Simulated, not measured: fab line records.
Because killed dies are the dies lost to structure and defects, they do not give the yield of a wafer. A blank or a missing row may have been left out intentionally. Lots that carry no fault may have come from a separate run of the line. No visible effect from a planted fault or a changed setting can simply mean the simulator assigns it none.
Comparing a struck lot with a sound one -- flow sky130 -- 24 out of 708 route steps
Sound: the wafers L888.2, L888.4, L888.5. The struck wafers were L893.1, L893.4, L893.6. The cause comes at the end.
Per side, at each step with rows, come the tool, then ch with its chambers, and then its first start. Under that, the readings that differ: sound wafers -- struck wafers -- difference of the means -- sigmas: that difference in standard deviations of wafers without a fault.
alike: a reading whose means differ by less than 2 such deviations, as well as words and numbers matching on both sides. not compared: withheld readings; readings where some wafer has no value; bounds like >300 that might hide an equal value; numbers whose values overlap and for which the record gives no deviation.
A row with sigmas, a row that says differs or no value, or rows on one side alone: a step with any of these is where the two part. When numbers do not overlap yet have no deviation, they are printed without sigmas and do not part them. A reading missing from all wafers of one side parts the sides only when that side holds two or more wafers.

first, 4 steps without rows for these wafers: SKY_CAPM_SOFTBAKE_08 (time 60 s); SKY_CAPM_EXPOSE_09 (exposes mask CAPM, target cd 1000 nm); SKY_CAPM_PEB_10; SKY_CAPM_DEVELOP_11 (develop time 60 s).
SKY_CAPM_OVL_MEAS_12:
  sound: overlay-02 at day 37 18:59; struck: overlay-01 at day 39 12:38
  alike: CAPM_OVL
SKY_CAPM_METAL_ETCH_13: etches TiN in Cl2/BCl3, stops on SiO2, target depth 220 nm, time 62.9 s.
  sound on rie-metal-02 ch 0,1, day 37 19:01; struck on rie-metal-04 ch 0, day 39 12:40
reading,sound,struck,difference,sigmas
oes-product-au (a.u.),0.933 0.929 0.926,0.941 0.946 0.951,+0.017,+3
  alike: bcl3-flow-sccm, drypump-motor-current-A, throttle-valve-pct
  not compared: rf-hours-counter-h
SKY_CAPM_STRIP_14: strips in O2/N2.
  sound on plasma-asher-01 ch 0,1, day 37 19:06; struck on plasma-asher-02 ch 0,1, day 39 12:45
reading,sound,struck,difference,sigmas
strip-time-to-endpoint-s (s),12.56 12.56 12.54,12.67 12.66 12.67,+0.11,+2
  alike: drypump-motor-current-A, oes-product-au
  not compared: rf-hours-counter-h
then, 5 steps without rows for these wafers: SKY_CAPM_STRIP_15 (strips in post etch residue remover, time 1200 s); SKY_CAPM_CLEAN_16 (cleans in IPA, time 180 s); SKY_CAPM_CLEAN_17 (cleans in O3/DIW); SKY_METAL3_DEHYDRATE_05 (time 60 s); SKY_METAL3_HMDS_06 (prime time 60 s).
SKY_METAL3_COAT_07: resist thk 60 nm.
  sound on litho-track-04 ch 0, day 38 08:07; struck on litho-track-04 ch 0, day 40 01:08
reading,sound,struck,difference,sigmas
spin-speed-rpm (rpm),3003.3 3000.4 2996.9,2856.4 2854.5 2857.9,-143.9,-65
then, 5 steps without rows for these wafers: SKY_METAL3_COAT_08 (resist thk 1140 nm); SKY_METAL3_SOFTBAKE_09 (time 90 s); SKY_METAL3_EXPOSE_10 (exposes mask MM3, target cd 300 nm); SKY_METAL3_PEB_11; SKY_METAL3_DEVELOP_12 (develop time 60 s).
SKY_METAL3_CD_MEAS_13: the cd target is 300 nm.
  sound: cd-sem-02 at day 38 21:37; struck: cd-sem-01 at day 40 13:11
  alike: cd-nm
SKY_METAL3_OVL_MEAS_14:
  sound: overlay-01 at day 38 21:43; struck: overlay-02 at day 40 13:19
  alike: METAL3_OVL
SKY_METAL3_DESCUM_15: chemistry O2, time 8 s.
  sound on rie-metal-01 ch 0,1, day 38 21:44; struck on rie-metal-04 ch 0,1, day 40 13:20
  alike: drypump-motor-current-A, oes-product-au
  not compared: rf-hours-counter-h
SKY_METAL3_ETCH_16: etches BARC in N2/H2, stops on SiO2, time 88.2 s, target depth 60 nm.
  sound on rie-metal-01 ch 0,1, day 38 21:46; struck on rie-metal-04 ch 0,1, day 40 13:22
reading,sound,struck,difference,sigmas
model.etch.depth-nm (nm),60.06 60.1 59.94,61.71 61.92 61.72,+1.75,
  alike: drypump-motor-current-A, oes-product-au, throttle-valve-pct
  not compared: rf-hours-counter-h
SKY_METAL3_ETCH_17: etches SiO2 in C4F8/O2/Ar, stops on TiN, time 3.9 s, target depth 15 nm.
  sound on rie-diel-01 ch 1,2,3, day 38 21:52; struck on rie-diel-04 ch 0,2,3, day 40 13:28
  alike: oes-product-au
  not compared: rf-hours-counter-h
-- the record jumps here: 7 days lie between the struck wafers' starts before and after (it left off in module METAL3 and takes up again in module PAD_OPEN, whose first step shown is number 708 of the route) --
SKY_PAD_OPEN_PROBE_99:
  only the struck wafers here have rows in the record (prober-01, day 47 10:13); the sound ones have none

## WHERE THEY PART
Earliest at SKY_CAPM_METAL_ETCH_13; latest, in this record, at SKY_PAD_OPEN_PROBE_99.

WHY: whatever the simulator had introduced
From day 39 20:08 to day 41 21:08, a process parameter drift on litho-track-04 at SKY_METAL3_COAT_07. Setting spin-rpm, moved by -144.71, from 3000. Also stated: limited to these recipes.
